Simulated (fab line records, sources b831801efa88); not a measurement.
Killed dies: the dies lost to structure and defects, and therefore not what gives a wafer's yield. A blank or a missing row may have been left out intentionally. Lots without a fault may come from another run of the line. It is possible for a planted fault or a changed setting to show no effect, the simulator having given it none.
A lot that was struck, set against a sound lot    flow gf180mcu    43 steps out of a route of 602
Sound: these wafers, L349.1, L349.2, L349.3. Wafers struck: L355.1, L355.4, L355.6. Last of all comes the cause.
For every step that has rows: the tool of each side, followed by ch and its chambers, followed by its first start. Under that, the readings that differ: sound wafers    struck wafers    difference of the means    sigmas: that difference in standard deviations of wafers without a fault.
alike: words and numbers the same on both sides, and readings whose means are apart by under 2 such deviations; not compared: readings that were withheld, readings missing a value for some wafer, numbers with overlapping values and no deviation given by the record, and bounds like >300 which may hide the same value.
A row with sigmas, a row that says differs or no value, or rows on one side alone: a step with any of these is where the two part. When numbers do not overlap yet have no deviation, they are printed without sigmas and do not part them. A reading missing from all wafers of one side parts the sides only when that side holds two or more wafers.

first, 2 steps without rows for these wafers: GF_M5_CLEAN_13 (cleans in DIW); GF_V5_CVD_00 (deposits SiO2, target thk 300 nm, time 50 s).
GF_V5_THK_MEAS_01:
  struck on film_metro-01, day 29 03:24; sound on film_metro-03, day 27 09:53
  alike: V5_CVD_00_THK
GF_V5_CVD_02: deposits SiO2 from TEOS, target thk 1450 nm, time 163.28 s.
  sound on pecvd-03 ch 0,1, day 27 09:57; struck on pecvd-03 ch 0,1,2, day 29 03:28
  alike: heater_power_w
  not compared: since_wet_clean_h
GF_V5_THK_MEAS_03:
  struck on film_metro-04, day 29 03:34; sound on film_metro-01, day 27 10:07
  alike: V5_CVD_02_THK
GF_V5_CMP_04: polishes SiO2.
  sound on cmp-02 ch 0,2,3, day 27 10:10; struck on cmp-02 ch 0,1, day 29 03:38
  alike: motor_current_A
GF_V5_BOW_MEAS_05:
  struck on film_metro-04, day 29 04:00; sound on film_metro-01, day 27 10:29
  alike: V5_BOW
then, 5 steps without rows for these wafers: GF_V5_DEHYDRATE_06 (time 60 s); GF_V5_HMDS_07 (prime time 60 s); GF_V5_COAT_08; GF_V5_COAT_09 (resist thk 1000 nm); GF_V5_SOFTBAKE_10 (time 60 s).
GF_V5_EXPOSE_11: exposes mask Via5, target cd 260 nm.
  sound on krf_scanner-02 ch 0, day 27 21:01; struck on krf_scanner-02 ch 0, day 29 13:36
  alike: mask
then, 2 steps without rows for these wafers: GF_V5_PEB_12 (peb time 90 s); GF_V5_DEVELOP_13 (develop time 60 s).
GF_V5_CD_MEAS_14: the cd target is 260 nm.
  struck on cd_sem-02, day 29 22:44; sound on cd_sem-02, day 28 06:10
  alike: cd_nm
GF_V5_OVL_MEAS_15:
  struck on overlay-01, day 29 22:51; sound on overlay-02, day 28 06:17
reading      sound  struck     difference  sigmas
V5_OVL (nm)  4 8 7  -9 -9 -18  -18         -3
GF_V5_ETCH_16: etches BARC in N2/H2.
  sound on rie_diel-03 ch 0,2,3, day 28 06:20; struck on rie_diel-03 ch 1,2, day 29 22:53
reading              sound              struck             difference  sigmas
model.V5.cd_nm (nm)  262.2 262.6 261.8  258.5 259.3 260.3  -2.8        
  alike: drypump_motor_current_A, oes_product_au, throttle_valve_pct
GF_V5_ETCH_17: etches SiO2 in C4F8/O2/Ar, stops on TiN, target depth 855 nm.
  sound on rie_diel-03 ch 0,2,3; struck on rie_diel-03 ch 1,2
reading              sound              struck             difference  sigmas
model.V5.cd_nm (nm)  262.5 261.5 262.8  258.9 259.9 260.8  -2.4        
  alike: oes_product_au
then, 4 steps without rows for these wafers: GF_V5_STRIP_18 (strips in O2/N2); GF_V5_STRIP_19 (strips in post etch residue remover, time 1200 s); GF_V5_CLEAN_20 (cleans in DIW); GF_V5_SPUTTER_21 (material Ti, target thk 15 nm, time 80.02 s).
GF_V5_SPUTTER_22: material TiN, target thk 10 nm, time 40 s.
  struck on pvd_sputter-01, day 29 23:40; sound on pvd_sputter-01, day 28 07:05
  alike: throttle_valve_pct
GF_V5_CVD_23: deposits W, target thk 350 nm, time 104.9 s.
  sound on cvd_w-01 ch 0,1, day 28 07:07; struck on cvd_w-01 ch 0,1, day 29 23:43
  alike: heater_power_w
  not compared: since_wet_clean_h
GF_V5_RS_MEAS_24: measures by four-point-probe.
  struck on film_metro-03, day 29 23:49; sound on film_metro-03, day 28 07:14
  alike: V5_W_RS
GF_V5_THK_MEAS_25: measures by xrf.
  struck on film_metro-03, day 29 23:56; sound on film_metro-03, day 28 07:21
  alike: V5_W_THK
then, 3 steps without rows for these wafers: GF_V5_CMP_26 (polishes, stops on SiO2, t overpolish 15 s, target thk 0 nm); GF_TOP_METAL_SPUTTER_00 (material Ti, target thk 37.5 nm, time 150 s); GF_TOP_METAL_SPUTTER_01 (material TiN, target thk 30 nm, time 25 s).
GF_TOP_METAL_SPUTTER_02: material AlCu, target thk 900 nm, time 47.82 s.
  struck on pvd_sputter-04, day 30 00:26; sound on pvd_sputter-04, day 28 07:50
  alike: throttle_valve_pct
then, 2 steps without rows for these wafers: GF_TOP_METAL_SPUTTER_03 (material Ti, target thk 5 nm, time 3.3 s); GF_TOP_METAL_SPUTTER_04 (material TiN, target thk 25 nm, time 20.8 s).
GF_TOP_METAL_RS_MEAS_05: measures by four-point-probe.
  struck on film_metro-01, day 30 00:31; sound on film_metro-04, day 28 07:56
  alike: TOP_METAL_ALCU_RS
GF_TOP_METAL_THK_MEAS_06: measures by xrf.
  struck on film_metro-01, day 30 00:38; sound on film_metro-04, day 28 08:03
  alike: TOP_METAL_ALCU_THK
then, 7 steps without rows for these wafers: GF_TOP_METAL_DEHYDRATE_07 (time 60 s); GF_TOP_METAL_HMDS_08 (prime time 60 s); GF_TOP_METAL_COAT_09 (resist thk 1500 nm); GF_TOP_METAL_SOFTBAKE_10 (time 60 s); GF_TOP_METAL_EXPOSE_11 (exposes mask MetalTop, target cd 440 nm); GF_TOP_METAL_PEB_12; GF_TOP_METAL_DEVELOP_13 (develop time 60 s).
GF_PASSIVATION_PROBE_99:
  the record has rows for the sound wafers here (prober-02, day 30 00:59) and none for the struck ones

== WHERE THEY PART ==
First at GF_V5_OVL_MEAS_15; last, within this record, at GF_PASSIVATION_PROBE_99.

WHY: what had been put in by the simulator
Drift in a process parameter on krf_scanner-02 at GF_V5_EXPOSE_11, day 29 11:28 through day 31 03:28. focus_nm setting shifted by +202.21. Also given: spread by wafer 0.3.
